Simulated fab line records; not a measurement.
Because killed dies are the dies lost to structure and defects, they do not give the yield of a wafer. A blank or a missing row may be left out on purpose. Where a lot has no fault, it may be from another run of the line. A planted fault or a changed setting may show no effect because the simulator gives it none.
Matching of chambers + flow sky130 + 3 sister chambers for SKY_CAP2M_CVD_00 on pecvd-02
The step deposits SiO2, target thk 15.5 nm. 6 wafers are shown with their chamber, then 8 later ones without.

== WAFERS, EACH WITH ITS CHAMBER ==
| wafer  | chamber | heater power w (W) | susceptor temp C (C) |
|--------|---------|--------------------|----------------------|
| L081.2 | 0       | 854                | 400.12               |
| L087.4 | 0       | 854                | 400.01               |
| L089.1 | 1       | 583                | 400.22               |
| L089.3 | 2       | 734                | 400.07               |
| L089.6 | 2       | 739                | 399.89               |
| L091.3 | 1       | 697                | 400.23               |

== WAFERS WHOSE CHAMBER IS MISSING ==
| wafer  | heater power w (W) | susceptor temp C (C) |
|--------|--------------------|----------------------|
| L091.4 | 774                | 400.19               |
| L091.5 | 694                | 400.28               |
| L094.3 | 745                | 400.13               |
| L094.4 | 664                | 400.00               |
| L094.6 | 857                | 400.02               |
| L097.1 | 820                | 400.18               |
| L097.5 | 620                | 399.93               |
| L097.6 | 807                | 400.10               |

== WHICH CHAMBER EACH WENT THROUGH ==
| wafer  | from the rows above          | in truth |
|--------|------------------------------|----------|
| L091.4 | can't be placed: 0 or 2 or 1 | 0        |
| L091.5 | 1                            | 1        |
| L094.3 | can't be placed: 2 or 0 or 1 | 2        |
| L094.4 | can't be placed: 2 or 1      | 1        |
| L094.6 | 0                            | 0        |
| L097.1 | can't be placed: 0 or 2      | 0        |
| L097.5 | can't be placed: 2 or 1      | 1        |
| L097.6 | can't be placed: 0 or 2      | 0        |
Correctly placed: 2 of 8. Can't be placed from these rows: 6 (the true chamber is among the candidates in 6). Placed wrongly: 0.
How it was worked out, from the rows above alone: a wafer's distance from a chamber is the root of the sum, over the readings, of the square of ((its reading less the chamber's mean) divided by the reading's scatter). If the next closest chamber is less than 2 further off than the closest, the wafer can't be placed; otherwise it belongs to the closest. A chamber's mean is the mean of its shown wafers. The scatter: the root of (the sum of the squares of (reading less its chamber's mean) over the shown wafers, divided by (wafers less chambers)).
